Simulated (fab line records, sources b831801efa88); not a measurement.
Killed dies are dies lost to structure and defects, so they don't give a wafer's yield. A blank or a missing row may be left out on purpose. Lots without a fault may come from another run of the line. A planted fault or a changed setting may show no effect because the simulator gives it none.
fab line records | flow sky130
record lots=5 wafers=15 last_day=49
route steps=708 shown DNWELL@40 PWDE@45 NWELL@56
lots that met no fault: from a run of the same line without faults
start_h: hours from the record's first day to the start of the lot's first wafer shown | wait_h: hours since the lot's step before | " the same as in the row above | L1.1+2: a row that stands for several wafers | - no value, or no start given | * or withheld: withheld | < > ~ a bound
route shown NAME@n: a module of which the file shows steps, and the number in the route of the first | usual: mean/standard deviation of fault-free wafers | same: alike in all rows | chamber/n: place in a boat | sites: the reading at each site | _std_site: their standard deviation | _edge_site: outer sites' mean less inner sites' | radius_mm: how far each site lies from the wafer's centre | mask NAME#n: copy n | behind: the tool/chamber that last shaped the wafer | hold: why the lot was held/for how many hours/how that ended | device: the transistor (n, p or np) that didn't switch | end of line: the same wafers' tests at the end of the route | a step without rows: its recipe alone | killed: dies lost to structure and defects at the first sort, not the wafer's yield | map: a wafer's dies, x killed, . not, _ none there
set.NAME: the setting as run; set.NAME@STEP: as run at that earlier step | model.NAME: the simulator's own value behind a step, which no gauge read
lots at some steps of the route; a table a step, a row a wafer
services: from which hour (start_h, from the record's first day; less than 0 if before it) a tool's chamber was out of use, for how many hours, and why
## steps
# step SKY_DNWELL_PEB_05
# recipe temp_c=115 time_s=withheld
# usual heater_power_total_W=69.33/0.13
# columns lot.wafer tool chamber start_h wait_h heater_power_total_W
L075.2 litho_track-01 0 - - 69.47
L075.3 " 0 " " 69.24
L075.5 " 0 " " 69.07
L079.3 litho_track-01 0 - - 69.31
L079.4 " 0 " " 69.08
L079.5 " 0 " " 69.31
L080.2 litho_track-04 0 - - 69.51
L080.3 " 0 " " 69.25
L080.6 " 0 " " 69.49
L091.3 litho_track-01 0 - - 69.34
L091.5 " 0 " " 69.33
L091.6 " 0 " " 69.22
L093.1 litho_track-01 0 - - 69.38
L093.4 " 0 " " 69.44
L093.6 " 0 " " 69.22
# step SKY_DNWELL_DEVELOP_06
# recipe wall_angle_deg=90 developer=TMAH develop_time_s=60 dev_temp_c=23
# columns lot.wafer tool chamber start_h wait_h
L075.2+3+5 litho_track-01 0 - -
L079.3+4+5 litho_track-01 0 - -
L080.2+3+6 litho_track-04 0 - -
L091.3+5+6 litho_track-01 0 - -
L093.1+4+6 litho_track-01 0 - -
# step SKY_DNWELL_IMPLANT_07
# recipe species=P energy_kev=withheld dose_cm2=withheld tilt_deg=withheld
# columns lot.wafer tool chamber start_h wait_h
L075.2+3+5 implanter-03 0 55.51 -
L079.3+4+5 implanter-03 0 75.89 -
L080.2+3+6 implanter-03 0 81.58 -
L091.3+5+6 implanter-03 0 153.84 -
L093.1+4+6 implanter-04 0 156.99 -
# step SKY_DNWELL_STRIP_08
# recipe chemistry=O2/N2 power_w=1400 pressure_mtorr=1500 platen_temp_c=withheld o2_flow_sccm=3000 n2_flow_sccm=300 overash_fraction=0.5
# usual drypump_motor_current_A=5.4/0.51 oes_product_au=0.722/0.0044 strip_time_to_endpoint_s=36.96/0.1
# columns lot.wafer tool chamber start_h wait_h drypump_motor_current_A oes_product_au rf_hours_counter_h strip_time_to_endpoint_s
L075.2 plasma_asher-04 0 55.64 0.1 6.4 0.723 37 36.81
L075.3 " 0 " " 6.4 0.724 - 36.94
L075.5 " 0 " " 6.3 0.721 - 36.89
L079.3 plasma_asher-02 1 76.02 0.1 4.9 0.721 - 37.04
L079.4 " 0 " " 5.2 0.725 - 37.00
L079.5 " 1 " " 5.0 0.717 - 36.98
L080.2 plasma_asher-02 0 81.70 0.1 5.2 0.722 36 36.97
L080.3 " 0 " " 5.2 0.724 - 37.06
L080.6 " 1 " " 4.9 0.720 - 36.96
L091.3 plasma_asher-01 1 153.97 0.1 5.6 0.722 - 36.94
L091.5 " 0 " " 5.8 0.717 - 36.76
L091.6 " 1 " " 5.6 0.718 - 36.85
L093.1 plasma_asher-01 0 157.14 0.1 5.8 0.717 3 36.92
L093.4 " 0 " " 5.8 0.728 - 36.90
L093.6 " 0 " " 5.8 0.725 - 36.88
# step SKY_DNWELL_TW_MEAS_09
# usual DNWELL_TW=1125/12
# columns lot.wafer tool chamber start_h wait_h DNWELL_TW
L075.2 film_metro-01 - 55.75 0.1 1120
L075.3 " - " " 1122
L075.5 " - " " 1116
L079.3 film_metro-01 - 76.11 0.1 1117
L079.4 " - " " 1114
L079.5 " - " " 1117
L080.2 film_metro-04 - 81.81 0.1 1144
L080.3 " - " " 1144
L080.6 " - " " 1146
L091.3 film_metro-04 - 154.06 0.1 1137
L091.5 " - " " 1138
L091.6 " - " " 1134
L093.1 film_metro-01 - 157.24 0.1 1126
L093.4 " - " " 1117
L093.6 " - " " 1123
# step SKY_PWDE_DEHYDRATE_00
# recipe temp_c=200 time_s=60
# usual heater_power_total_W=160.36/0.11
# columns lot.wafer tool chamber start_h wait_h heater_power_total_W
L075.2 litho_track-01 0 63.76 8.0 160.47
L075.3 " 0 " " 160.31
L075.5 " 0 " " 160.34
L079.3 litho_track-03 0 84.47 8.3 160.32
L079.4 " 0 " " 160.38
L079.5 " 0 " " 160.29
L080.2 litho_track-03 0 89.64 7.8 160.50
L080.3 " 0 " " 160.23
L080.6 " 0 " " 160.54
L091.3 litho_track-02 0 162.40 8.3 160.17
L091.5 " 0 " " 160.27
L091.6 " 0 " " 160.28
L093.1 litho_track-02 0 166.15 8.9 160.36
L093.4 " 0 " " 160.57
L093.6 " 0 " " 160.33
# step SKY_PWDE_HMDS_01
# recipe prime_time_s=60 prime_temp_c=120
# columns lot.wafer tool chamber start_h wait_h
L075.2+3+5 litho_track-01 0 63.91 0.1
L079.3+4+5 litho_track-03 0 84.62 0.1
L080.2+3+6 litho_track-03 0 89.79 0.1
L091.3+5+6 litho_track-02 0 162.55 0.1
L093.1+4+6 litho_track-02 0 166.30 0.1
# step SKY_PWDE_COAT_02
# recipe spin_rpm=2000 resist_thk_nm=3000
# columns lot.wafer tool chamber start_h wait_h
L075.2+3+5 litho_track-01 0 64.06 0.1
L079.3+4+5 litho_track-03 0 84.77 0.1
L080.2+3+6 litho_track-03 0 89.94 0.1
L091.3+5+6 litho_track-02 0 162.70 0.1
L093.1+4+6 litho_track-02 0 166.45 0.1
# step SKY_PWDE_SOFTBAKE_03
# recipe temp_c=110 time_s=withheld
# usual heater_power_total_W=65.31/0.14
# columns lot.wafer tool chamber start_h wait_h heater_power_total_W
L075.2 litho_track-01 0 64.22 0.1 65.10
L075.3 " 0 " " 65.14
L075.5 " 0 " " 65.47
L079.3 litho_track-03 0 84.93 0.1 65.46
L079.4 " 0 " " 65.32
L079.5 " 0 " " 65.62
L080.2 litho_track-03 0 90.10 0.1 65.22
L080.3 " 0 " " 65.18
L080.6 " 0 " " 65.26
L091.3 litho_track-02 0 162.86 0.1 65.30
L091.5 " 0 " " 65.25
L091.6 " 0 " " 65.11
L093.1 litho_track-02 0 166.60 0.1 65.24
L093.4 " 0 " " 65.23
L093.6 " 0 " " 65.46
# step SKY_PWDE_EXPOSE_04
# recipe mask_id=PWDEM na=0.6 source_shape=conventional sigma_outer=0.6 polarization=unpolarized target_cd_nm=840 dose_mj=214
# columns lot.wafer tool chamber start_h wait_h mask
L075.2+3+5 iline_stepper-01 0 - - PWDEM#0
L079.3+4+5 iline_stepper-02 0 - - PWDEM#0
L080.2+3+6 iline_stepper-02 0 - - PWDEM#0
L091.3+5+6 iline_stepper-02 0 - - PWDEM#0
L093.1+4+6 iline_stepper-02 0 - - PWDEM#0
# step SKY_PWDE_PEB_05
# recipe temp_c=115 time_s=withheld
# usual heater_power_total_W=69.34/0.12
# columns lot.wafer tool chamber start_h wait_h heater_power_total_W
L075.2 litho_track-01 0 - - 69.52
L075.3 " 0 " " 69.18
L075.5 " 0 " " 69.40
L079.3 litho_track-02 0 - - 69.35
L079.4 " 0 " " 69.18
L079.5 " 0 " " 69.32
L080.2 litho_track-01 0 - - 69.36
L080.3 " 0 " " 69.31
L080.6 " 0 " " 69.30
L091.3 litho_track-01 0 - - 69.19
L091.5 " 0 " " 69.41
L091.6 " 0 " " 69.49
L093.1 litho_track-03 0 - - 69.17
L093.4 " 0 " " 69.33
L093.6 " 0 " " 69.54
# step SKY_PWDE_DEVELOP_06
# recipe wall_angle_deg=90 developer=TMAH develop_time_s=60 dev_temp_c=23
# columns lot.wafer tool chamber start_h wait_h
L075.2+3+5 litho_track-01 0 - -
L079.3+4+5 litho_track-02 0 - -
L080.2+3+6 litho_track-01 0 - -
L091.3+5+6 litho_track-01 0 - -
L093.1+4+6 litho_track-03 0 - -
# step SKY_PWDE_OVL_MEAS_07
# usual PWDE_OVL=0.2/1.3
# columns lot.wafer tool chamber start_h wait_h PWDE_OVL[nm]
L075.2 overlay-01 - 71.84 - -0.9
L075.3 " - " " 1.1
L075.5 " - " " 1.9
L079.3 overlay-01 - 93.31 - 2.2
L079.4 " - " " 0.2
L079.5 " - " " 0.6
L080.2 overlay-02 - 98.74 - 0.4
L080.3 " - " " 0.4
L080.6 " - " " 1.0
L091.3 overlay-02 - 173.95 - 3.1
L091.5 " - " " 2.3
L091.6 " - " " 2.5
L093.1 overlay-01 - 177.92 - 1.0
L093.4 " - " " 0.1
L093.6 " - " " 1.5
# step SKY_PWDE_IMPLANT_08
# recipe species=B energy_kev=150 dose_cm2=3.6e+12 tilt_deg=withheld
# usual faraday_current_uA=20.2/0.38
# columns lot.wafer tool chamber start_h wait_h faraday_current_uA
L075.2 implanter-02 0 71.90 0.0 19.6
L075.3 " 0 " " 20.3
L075.5 " 0 " " 20.3
L079.3 implanter-02 0 93.38 0.1 19.7
L079.4 " 0 " " 20.2
L079.5 " 0 " " 20.2
L080.2 implanter-03 0 98.80 0.0 20.1
L080.3 " 0 " " 20.4
L080.6 " 0 " " 20.5
L091.3 implanter-04 0 174.02 0.1 20.4
L091.5 " 0 " " 20.3
L091.6 " 0 " " 19.9
L093.1 implanter-03 0 177.95 0.0 20.6
L093.4 " 0 " " 20.7
L093.6 " 0 " " 20.6
# step SKY_PWDE_STRIP_09
# recipe chemistry=O2/N2 power_w=1400 pressure_mtorr=1500 platen_temp_c=withheld o2_flow_sccm=3000 n2_flow_sccm=300 overash_fraction=0.5
# usual drypump_motor_current_A=5.5/0.59 oes_product_au=0.722/0.005 strip_time_to_endpoint_s=36.93/0.093
# columns lot.wafer tool chamber start_h wait_h drypump_motor_current_A oes_product_au rf_hours_counter_h strip_time_to_endpoint_s
L075.2 plasma_asher-03 1 72.02 0.1 6.2 0.721 26 36.91
L075.3 " 1 " " 6.2 0.726 - 36.94
L075.5 " 0 " " 5.7 0.726 - 36.88
L079.3 plasma_asher-04 1 93.52 0.1 4.9 0.713 - 36.89
L079.4 " 0 " " 6.3 0.729 - 36.82
L079.5 " 1 " " 4.9 0.725 - 36.80
L080.2 plasma_asher-02 1 98.92 0.1 5.0 0.719 37 36.88
L080.3 " 1 " " 5.0 0.728 - 37.01
L080.6 " 1 " " 5.0 0.725 - 36.88
L091.3 plasma_asher-04 0 174.16 0.1 6.3 0.715 - 36.83
L091.5 " 1 " " 4.9 0.731 - 36.88
L091.6 " 0 " " 6.4 0.726 - 36.90
L093.1 plasma_asher-03 0 178.10 0.1 5.7 0.728 37 36.69
L093.4 " 0 " " 5.7 0.715 - 36.87
L093.6 " 1 " " 6.2 0.721 - 36.90
# step SKY_PWDE_TW_MEAS_10
# usual PWDE_TW=377/3.6
# columns lot.wafer tool chamber start_h wait_h PWDE_TW
L075.2 film_metro-04 - 72.13 0.1 382
L075.3 " - " " 380
L075.5 " - " " 380
L079.3 film_metro-01 - 93.60 0.1 374
L079.4 " - " " 375
L079.5 " - " " 371
L080.2 film_metro-04 - 99.03 0.1 382
L080.3 " - " " 381
L080.6 " - " " 384
L091.3 film_metro-01 - 174.24 0.1 377
L091.5 " - " " 376
L091.6 " - " " 375
L093.1 film_metro-03 - 178.20 0.1 375
L093.4 " - " " 375
L093.6 " - " " 374
# step SKY_NWELL_DEHYDRATE_03
# recipe temp_c=200 time_s=60
# usual heater_power_total_W=160.38/0.12
# columns lot.wafer tool chamber start_h wait_h heater_power_total_W
L075.2 litho_track-04 0 79.98 7.8 160.39
L075.3 " 0 " " 160.28
L075.5 " 0 " " 160.29
L079.3 litho_track-04 0 101.75 8.1 160.21
L079.4 " 0 " " 160.50
L079.5 " 0 " " 160.35
L080.2 litho_track-03 0 107.49 8.4 160.46
L080.3 " 0 " " 160.58
L080.6 " 0 " " 160.47
L091.3 litho_track-01 0 183.34 9.1 160.26
L091.5 " 0 " " 160.42
L091.6 " 0 " " 160.51
L093.1 litho_track-04 0 187.55 9.3 160.33
L093.4 " 0 " " 160.42
L093.6 " 0 " " 160.66
# step SKY_NWELL_HMDS_04
# recipe prime_time_s=60 prime_temp_c=120
# columns lot.wafer tool chamber start_h wait_h
L075.2+3+5 litho_track-04 0 80.13 0.1
L079.3+4+5 litho_track-04 0 101.90 0.1
L080.2+3+6 litho_track-03 0 107.64 0.1
L091.3+5+6 litho_track-01 0 183.49 0.1
L093.1+4+6 litho_track-04 0 187.70 0.1
# step SKY_NWELL_COAT_05
# recipe spin_rpm=2000 resist_thk_nm=3000
# columns lot.wafer tool chamber start_h wait_h
L075.2+3+5 litho_track-04 0 80.28 0.1
L079.3+4+5 litho_track-04 0 102.05 0.1
L080.2+3+6 litho_track-03 0 107.79 0.1
L091.3+5+6 litho_track-01 0 183.64 0.1
L093.1+4+6 litho_track-04 0 187.85 0.1
# step SKY_NWELL_SOFTBAKE_06
# recipe temp_c=110 time_s=withheld
# usual heater_power_total_W=65.31/0.14
# columns lot.wafer tool chamber start_h wait_h heater_power_total_W
L075.2 litho_track-04 0 80.43 0.1 65.16
L075.3 " 0 " " 65.19
L075.5 " 0 " " 65.10
L079.3 litho_track-04 0 102.22 0.1 65.47
L079.4 " 0 " " 65.41
L079.5 " 0 " " 65.36
L080.2 litho_track-03 0 107.95 0.1 65.26
L080.3 " 0 " " 65.02
L080.6 " 0 " " 65.18
L091.3 litho_track-01 0 183.80 0.1 65.45
L091.5 " 0 " " 65.48
L091.6 " 0 " " 65.32
L093.1 litho_track-04 0 188.00 0.1 65.17
L093.4 " 0 " " 65.37
L093.6 " 0 " " 65.41
# step SKY_NWELL_EXPOSE_07
# recipe mask_id=NWM na=0.6 source_shape=conventional sigma_outer=0.6 polarization=unpolarized target_cd_nm=840 dose_mj=255
# columns lot.wafer tool chamber start_h wait_h mask
L075.2+3+5 iline_stepper-01 0 - - NWM#0
L079.3+4+5 iline_stepper-02 0 - - NWM#0
L080.2+3+6 iline_stepper-01 0 - - NWM#0
L091.3+5+6 iline_stepper-01 0 - - NWM#0
L093.1+4+6 iline_stepper-01 0 - - NWM#0
# step SKY_NWELL_PEB_08
# recipe temp_c=115 time_s=withheld
# usual heater_power_total_W=69.33/0.14
# columns lot.wafer tool chamber start_h wait_h heater_power_total_W
L075.2 litho_track-01 0 - - 69.20
L075.3 " 0 " " 69.34
L075.5 " 0 " " 69.19
L079.3 litho_track-04 0 - - 69.14
L079.4 " 0 " " 69.43
L079.5 " 0 " " 69.14
L080.2 litho_track-03 0 - - 69.12
L080.3 " 0 " " 69.21
L080.6 " 0 " " 69.44
L091.3 litho_track-01 0 - - 69.47
L091.5 " 0 " " 69.33
L091.6 " 0 " " 69.32
L093.1 litho_track-03 0 - - 69.26
L093.4 " 0 " " 69.30
L093.6 " 0 " " 69.50
# step SKY_NWELL_DEVELOP_09
# recipe wall_angle_deg=90 developer=TMAH develop_time_s=60 dev_temp_c=23
# columns lot.wafer tool chamber start_h wait_h
L075.2+3+5 litho_track-01 0 - -
L079.3+4+5 litho_track-04 0 - -
L080.2+3+6 litho_track-03 0 - -
L091.3+5+6 litho_track-01 0 - -
L093.1+4+6 litho_track-03 0 - -
# step SKY_NWELL_OVL_MEAS_10
# usual NWELL_00_OVL=-0.5/1.2
# columns lot.wafer tool chamber start_h wait_h NWELL_00_OVL[nm]
L075.2 overlay-01 - 89.29 - 1.4
L075.3 " - " " 2.6
L075.5 " - " " -0.5
L079.3 overlay-01 - 111.46 - -2.8
L079.4 " - " " -1.4
L079.5 " - " " -1.8
L080.2 overlay-01 - 116.67 - -1.8
L080.3 " - " " -1.0
L080.6 " - " " -1.5
L091.3 overlay-01 - 194.55 - -2.3
L091.5 " - " " -2.1
L091.6 " - " " -0.9
L093.1 overlay-01 - 199.17 - 0.4
L093.4 " - " " -0.6
L093.6 " - " " 2.1
# step SKY_NWELL_IMPLANT_11
# recipe species=P energy_kev=400 dose_cm2=1.9e+13 tilt_deg=withheld
# usual faraday_current_uA=107.1/1.9
# columns lot.wafer tool chamber start_h wait_h faraday_current_uA
L075.2 implanter-01 0 89.35 0.0 104.5
L075.3 " 0 " " 106.7
L075.5 " 0 " " 107.6
L079.3 implanter-01 0 111.54 0.1 109.2
L079.4 " 0 " " 106.4
L079.5 " 0 " " 110.3
L080.2 implanter-01 0 116.93 0.2 107.6
L080.3 " 0 " " 105.9
L080.6 " 0 " " 105.4
L091.3 implanter-04 0 194.62 0.1 105.4
L091.5 " 0 " " 101.9
L091.6 " 0 " " 107.9
L093.1 implanter-04 0 199.20 0.0 108.2
L093.4 " 0 " " 110.4
L093.6 " 0 " " 107.1
# step SKY_NWELL_IMPLANT_12
# recipe species=P energy_kev=120 dose_cm2=1.3e+12 tilt_deg=withheld
# usual faraday_current_uA=7.33/0.16
# columns lot.wafer tool chamber start_h wait_h faraday_current_uA
L075.2 implanter-01 0 89.50 0.1 6.99
L075.3 " 0 " " 7.51
L075.5 " 0 " " 7.13
L079.3 implanter-01 0 111.69 0.1 7.42
L079.4 " 0 " " 7.20
L079.5 " 0 " " 6.96
L080.2 implanter-01 0 117.08 0.1 7.28
L080.3 " 0 " " 7.15
L080.6 " 0 " " 7.61
L091.3 implanter-04 0 194.77 0.1 7.41
L091.5 " 0 " " 7.19
L091.6 " 0 " " 7.53
L093.1 implanter-04 0 199.35 0.1 7.12
L093.4 " 0 " " 7.24
L093.6 " 0 " " 7.58
# step SKY_NWELL_IMPLANT_13
# recipe species=P energy_kev=50 dose_cm2=7e+11 tilt_deg=withheld
# usual faraday_current_uA=3.95/0.082
# columns lot.wafer tool chamber start_h wait_h faraday_current_uA
L075.2 implanter-01 0 89.65 0.1 3.94
L075.3 " 0 " " 3.88
L075.5 " 0 " " 3.98
L079.3 implanter-01 0 111.84 0.1 4.00
L079.4 " 0 " " 3.92
L079.5 " 0 " " 3.88
L080.2 implanter-01 0 117.23 0.1 3.87
L080.3 " 0 " " 3.86
L080.6 " 0 " " 4.19
L091.3 implanter-04 0 194.92 0.1 3.91
L091.5 " 0 " " 3.85
L091.6 " 0 " " 3.98
L093.1 implanter-04 0 199.50 0.1 3.96
L093.4 " 0 " " 4.05
L093.6 " 0 " " 3.92
# step SKY_NWELL_STRIP_14
# recipe chemistry=O2/N2 power_w=1400 pressure_mtorr=1500 platen_temp_c=withheld o2_flow_sccm=3000 n2_flow_sccm=300 overash_fraction=0.5
# usual drypump_motor_current_A=5.7/0.55 oes_product_au=0.723/0.0049 strip_time_to_endpoint_s=36.94/0.11
# columns lot.wafer tool chamber start_h wait_h drypump_motor_current_A oes_product_au rf_hours_counter_h strip_time_to_endpoint_s
L075.2 plasma_asher-01 0 89.77 0.1 5.8 0.718 43 36.93
L075.3 " 0 " " 5.8 0.724 - 36.99
L075.5 " 0 " " 5.8 0.717 - 36.82
L079.3 plasma_asher-03 1 111.97 0.1 6.2 0.732 - 36.94
L079.4 " 0 " " 5.6 0.724 - 36.83
L079.5 " 1 " " 6.2 0.729 - 36.93
L080.2 plasma_asher-03 0 117.35 0.1 5.7 0.721 31 37.02
L080.3 " 1 " " 6.2 0.720 - 36.97
L080.6 " 0 " " 5.7 0.719 - 36.90
L091.3 plasma_asher-03 1 195.06 0.1 6.2 0.722 - 36.67
L091.5 " 1 " " 6.2 0.712 - 36.66
L091.6 " 0 " " 5.7 0.723 - 36.71
L093.1 plasma_asher-04 1 199.65 0.1 4.8 0.721 51 36.85
L093.4 " 0 " " 6.4 0.726 - 36.85
L093.6 " 1 " " 4.8 0.716 - 36.81
# step SKY_NWELL_TW_MEAS_15
# usual NWELL_TW=1837/16
# columns lot.wafer tool chamber start_h wait_h NWELL_TW
L075.2 film_metro-01 - 89.88 0.1 1822
L075.3 " - " " 1821
L075.5 " - " " 1813
L079.3 film_metro-04 - 112.06 0.1 1861
L079.4 " - " " 1862
L079.5 " - " " 1860
L080.2 film_metro-04 - 117.46 0.1 1858
L080.3 " - " " 1868
L080.6 " - " " 1842
L091.3 film_metro-04 - 195.14 0.1 1844
L091.5 " - " " 1843
L091.6 " - " " 1846
L093.1 film_metro-03 - 199.75 0.1 1810
L093.4 " - " " 1815
L093.6 " - " " 1822
# step SKY_NWELL_DEHYDRATE_16
# recipe temp_c=200 time_s=60
# usual heater_power_total_W=160.38/0.11
# columns lot.wafer tool chamber start_h wait_h heater_power_total_W
L075.2 litho_track-03 0 97.99 8.1 160.37
L075.3 " 0 " " 160.45
L075.5 " 0 " " 160.28
L079.3 litho_track-04 0 120.30 8.2 160.46
L079.4 " 0 " " 160.32
L079.5 " 0 " " 160.37
L080.2 litho_track-01 0 126.11 8.6 160.30
L080.3 " 0 " " 160.51
L080.6 " 0 " " 160.26
L091.3 litho_track-01 0 204.49 9.3 160.51
L091.5 " 0 " " 160.29
L091.6 " 0 " " 160.35
L093.1 litho_track-01 0 209.39 9.6 160.44
L093.4 " 0 " " 160.20
L093.6 " 0 " " 160.27
# step SKY_NWELL_HMDS_17
# recipe prime_time_s=60 prime_temp_c=120
# columns lot.wafer tool chamber start_h wait_h
L075.2+3+5 litho_track-03 0 98.14 0.1
L079.3+4+5 litho_track-04 0 120.45 0.1
L080.2+3+6 litho_track-01 0 126.26 0.1
L091.3+5+6 litho_track-01 0 204.64 0.1
L093.1+4+6 litho_track-01 0 209.54 0.1
# step SKY_NWELL_COAT_18
# recipe spin_rpm=2000 resist_thk_nm=3000
# columns lot.wafer tool chamber start_h wait_h
L075.2+3+5 litho_track-03 0 98.29 0.1
L079.3+4+5 litho_track-04 0 120.60 0.1
L080.2+3+6 litho_track-01 0 126.41 0.1
L091.3+5+6 litho_track-01 0 204.79 0.1
L093.1+4+6 litho_track-01 0 209.69 0.1
# step SKY_NWELL_SOFTBAKE_19
# recipe temp_c=110 time_s=withheld
# usual heater_power_total_W=65.32/0.14
# columns lot.wafer tool chamber start_h wait_h heater_power_total_W
L075.2 litho_track-03 0 98.45 0.1 65.15
L075.3 " 0 " " 65.55
L075.5 " 0 " " 65.05
L079.3 litho_track-04 0 120.77 0.1 65.56
L079.4 " 0 " " 65.44
L079.5 " 0 " " 65.53
L080.2 litho_track-01 0 126.57 0.1 65.19
L080.3 " 0 " " 65.21
L080.6 " 0 " " 65.22
L091.3 litho_track-01 0 204.95 0.1 65.55
L091.5 " 0 " " 65.37
L091.6 " 0 " " 65.60
L093.1 litho_track-01 0 209.84 0.1 65.20
L093.4 " 0 " " 65.10
L093.6 " 0 " " 65.24
# step SKY_NWELL_EXPOSE_20
# recipe mask_id=NWM_COMPLEMENT na=0.6 source_shape=conventional sigma_outer=0.6 polarization=unpolarized target_cd_nm=840 dose_mj=260
# columns lot.wafer tool chamber start_h wait_h mask
L075.2+3+5 iline_stepper-01 0 - - NWM_COMPLEMENT#0
L079.3+4+5 iline_stepper-01 0 - - NWM_COMPLEMENT#0
L080.2+3+6 iline_stepper-02 0 - - NWM_COMPLEMENT#0
L091.3+5+6 iline_stepper-02 0 - - NWM_COMPLEMENT#0
L093.1+4+6 iline_stepper-01 0 - - NWM_COMPLEMENT#0
# step SKY_NWELL_PEB_21
# recipe temp_c=115 time_s=withheld
# usual heater_power_total_W=69.34/0.14
# columns lot.wafer tool chamber start_h wait_h heater_power_total_W
L075.2 litho_track-01 0 - - 69.34
L075.3 " 0 " " 69.33
L075.5 " 0 " " 69.61
L079.3 litho_track-01 0 - - 69.07
L079.4 " 0 " " 69.13
L079.5 " 0 " " 69.35
L080.2 litho_track-03 0 - - 69.10
L080.3 " 0 " " 69.28
L080.6 " 0 " " 69.40
L091.3 litho_track-01 0 - - 69.24
L091.5 " 0 " " 69.19
L091.6 " 0 " " 69.37
L093.1 litho_track-03 0 - - 69.30
L093.4 " 0 " " 69.33
L093.6 " 0 " " 69.52
# step SKY_NWELL_DEVELOP_22
# recipe wall_angle_deg=90 developer=TMAH develop_time_s=60 dev_temp_c=23
# columns lot.wafer tool chamber start_h wait_h
L075.2+3+5 litho_track-01 0 - -
L079.3+4+5 litho_track-01 0 - -
L080.2+3+6 litho_track-03 0 - -
L091.3+5+6 litho_track-01 0 - -
L093.1+4+6 litho_track-03 0 - -
# step SKY_NWELL_OVL_MEAS_23
# usual NWELL_01_OVL=-0.4/1.6
# columns lot.wafer tool chamber start_h wait_h NWELL_01_OVL[nm]
L075.2 overlay-02 - 107.74 - 0.3
L075.3 " - " " -2.5
L075.5 " - " " -1.2
L079.3 overlay-01 - 130.05 - -0.6
L079.4 " - " " -0.1
L079.5 " - " " -0.2
L080.2 overlay-02 - 135.72 - 2.3
L080.3 " - " " 4.0
L080.6 " - " " 2.2
L091.3 overlay-01 - 216.25 - -2.4
L091.5 " - " " -1.6
L091.6 " - " " -2.4
L093.1 overlay-02 - 221.12 - 1.7
L093.4 " - " " 1.0
L093.6 " - " " 3.5
# step SKY_NWELL_IMPLANT_24
# recipe species=B energy_kev=140 dose_cm2=9.2e+12 tilt_deg=withheld
# usual faraday_current_uA=51.9/1.2
# columns lot.wafer tool chamber start_h wait_h faraday_current_uA
L075.2 implanter-04 0 107.80 0.0 51.8
L075.3 " 0 " " 52.2
L075.5 " 0 " " 50.6
L079.3 implanter-01 0 130.12 0.1 52.2
L079.4 " 0 " " 51.4
L079.5 " 0 " " 50.3
L080.2 implanter-02 0 135.78 0.0 52.7
L080.3 " 0 " " 51.0
L080.6 " 0 " " 53.3
L091.3 implanter-01 0 216.32 0.1 53.8
L091.5 " 0 " " 51.4
L091.6 " 0 " " 54.3
L093.1 implanter-02 0 221.15 0.0 52.4
L093.4 " 0 " " 52.5
L093.6 " 0 " " 52.9
# step SKY_NWELL_STRIP_25
# recipe chemistry=O2/N2 power_w=1400 pressure_mtorr=1500 platen_temp_c=withheld o2_flow_sccm=3000 n2_flow_sccm=300 overash_fraction=0.5
# usual drypump_motor_current_A=5.8/0.43 oes_product_au=0.722/0.0044 strip_time_to_endpoint_s=36.95/0.09
# columns lot.wafer tool chamber start_h wait_h drypump_motor_current_A oes_product_au rf_hours_counter_h strip_time_to_endpoint_s
L075.2 plasma_asher-04 0 107.92 0.1 6.3 0.720 42 36.85
L075.3 " 1 " " 4.9 0.723 - 36.89
L075.5 " 1 " " 4.8 0.715 - 36.91
L079.3 plasma_asher-03 0 130.26 0.1 5.7 0.715 - 36.94
L079.4 " 1 " " 6.2 0.717 - 36.84
L079.5 " 0 " " 5.7 0.723 - 36.87
L080.2 plasma_asher-03 1 135.90 0.1 6.2 0.720 33 37.01
L080.3 " 1 " " 6.2 0.721 - 36.92
L080.6 " 0 " " 5.6 0.717 - 36.96
L091.3 plasma_asher-01 0 216.46 0.1 5.8 0.723 - 36.82
L091.5 " 0 " " 5.8 0.718 - 36.91
L091.6 " 1 " " 5.7 0.719 - 36.97
L093.1 plasma_asher-04 0 221.30 0.1 6.4 0.727 54 37.13
L093.4 " 0 " " 6.4 0.727 - 37.04
L093.6 " 0 " " 6.3 0.719 - 37.07
# step SKY_NWELL_TW_MEAS_26
# usual NWELL_2_TW=500/4.4
# columns lot.wafer tool chamber start_h wait_h NWELL_2_TW
L075.2 film_metro-01 - 108.03 0.1 499
L075.3 " - " " 499
L075.5 " - " " 498
L079.3 film_metro-01 - 130.34 0.1 501
L079.4 " - " " 502
L079.5 " - " " 502
L080.2 film_metro-04 - 136.01 0.1 508
L080.3 " - " " 507
L080.6 " - " " 506
L091.3 film_metro-04 - 216.54 0.1 506
L091.5 " - " " 504
L091.6 " - " " 507
L093.1 film_metro-04 - 221.40 0.1 505
L093.4 " - " " 507
L093.6 " - " " 506
# step SKY_NWELL_CLEAN_27
# recipe chemistry=SC1/SC2 mix=1:4:20 temp_c=70 time_s=150 dry=n2_spin
# usual bath_heat_duty_pct=13.4/1.2
# columns lot.wafer tool chamber start_h wait_h bath_heat_duty_pct
L075.2 wet_bench-01 3 108.08 0.0 14.3
L075.3 " 3 " " 14.0
L075.5 " 3 " " 15.2
L079.3 wet_bench-01 2 130.38 0.0 14.5
L079.4 " 2 " " 13.2
L079.5 " 2 " " 14.6
L080.2 wet_bench-01 1 136.06 0.0 13.9
L080.3 " 1 " " 12.8
L080.6 " 1 " " 13.0
L091.3 wet_bench-02 2 216.58 0.0 13.0
L091.5 " 2 " " 11.7
L091.6 " 2 " " 12.0
L093.1 wet_bench-01 2 221.46 0.1 14.2
L093.4 " 2 " " 14.0
L093.6 " 2 " " 14.2
## services
# columns tool chamber start_h hours kind
iline_stepper-02 - 33.04 2.1 pm
iline_stepper-02 - 35.12 - consumable_replace:lamp
wet_bench-01 - 37.00 1.7 repair
plasma_asher-01 - 40.98 2.8 pm
implanter-01 - 49.83 19.9 pm
implanter-03 - 52.14 1.4 repair
implanter-03 - 59.44 2.9 repair
implanter-03 - 87.92 1.8 repair
plasma_asher-01 - 108.75 9.0 pm
implanter-02 - 114.83 5.7 repair
implanter-04 - 116.08 4.8 pm
implanter-03 - 123.84 5.3 repair
iline_stepper-01 - 124.69 20.9 repair
implanter-03 - 136.41 6.9 pm
iline_stepper-02 - 138.49 10.2 repair
implanter-03 - 143.30 5.0 pm
iline_stepper-01 0 147.64 - calibration
iline_stepper-01 - 148.76 1.7 pm
implanter-02 - 153.49 3.4 repair
implanter-01 - 157.26 4.5 pm
plasma_asher-01 - 168.07 0.9 repair
implanter-02 - 184.82 1.2 repair
implanter-02 - 194.16 19.7 pm
iline_stepper-02 - 215.82 1.7 pm
## key
fault none
